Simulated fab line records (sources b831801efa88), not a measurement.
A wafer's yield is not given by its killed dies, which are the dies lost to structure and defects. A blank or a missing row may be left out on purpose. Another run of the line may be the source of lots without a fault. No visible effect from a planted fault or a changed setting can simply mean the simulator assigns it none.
2 desks, one fault | flow sky130 | each desk holds nothing but its own numbers, with what lay behind them at the end

== THE METROLOGY DESK ==
What the gauges read, lot by lot, whatever tool the lot ran on: means of the sampled wafers that have a number. A lot is out of limits, marked OUT, if its mean lies more than 4 standard deviations from the usual mean; the brackets give that distance.
Columns: A = VIA3_W_THK at SKY_VIA3_THK_MEAS_23, usual 397 nm
lot  | first seen here | A
L871 | day 39 05:50    | 400
L873 | day 39 22:23    | 408
L877 | day 41 11:29    | 399
L878 | day 41 16:29    | 394
L881 | day 42 23:05    | 411
L884 | day 43 11:07    | 401
L885 | day 43 15:07    | 390
L887 | day 44 00:49    | 405
L888 | day 44 05:09    | 405
L889 | day 44 15:19    | 393
L893 | day 45 14:32    | 391
L894 | day 45 20:41    | 391
This desk's verdict: no lot among the 12 shows anything out of limits.

== TOOL OWNER'S DESK, litho_track-01 ==
The tool's own readings at SKY_METAL4_HMDS_06 (prime time 60 s): means of the sampled wafers that have a number, for each lot that ran on this tool. A lot is out of limits, marked OUT, if its mean lies more than 4 standard deviations from the usual mean; the brackets give that distance.
Columns: A = chill_plate_temp_C at SKY_METAL4_HMDS_06, usual 23.04 C; B = prime_temp_c at SKY_METAL4_HMDS_06, usual 119.98 C
lot  | first seen here | A     | B
L871 | day 40 18:04    | 23.04 | 119.94
L873 | day 41 10:43    | 23.11 | 119.86
L878 | day 43 03:37    | 23.04 | 120.08
L881 | day 44 10:16    | 22.99 | 119.96
L884 | day 44 20:16    | 22.93 | 113.54 (-54) OUT
L885 | day 44 23:37    | 22.91 | 113.59 (-53) OUT
Finding of this desk: L884, L885 out of limits; the first was L884 at day 44 20:16, on prime_temp_c at SKY_METAL4_HMDS_06. In limits: L871, L873, L878, L881.

== TAKEN TOGETHER ==
On L884, L885, at day 44 20:16, an alarm was possible from the tool owner's desk.
From the metrology desk's view, nothing was out of limits.
The metrology desk has L884, L885 on record, within its limits.
Every lot named ran SKY_METAL4_HMDS_06 on litho_track-01.

== WHAT WAS PUT IN BY THE SIMULATOR ==
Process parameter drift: litho_track-01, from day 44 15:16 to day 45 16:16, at SKY_METAL4_HMDS_06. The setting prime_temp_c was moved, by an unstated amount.
Struck lots among those shown: L884, L885.
Delay in hours, fault start to first out-of-limits reading, by desk: the tool owner's desk at 5.
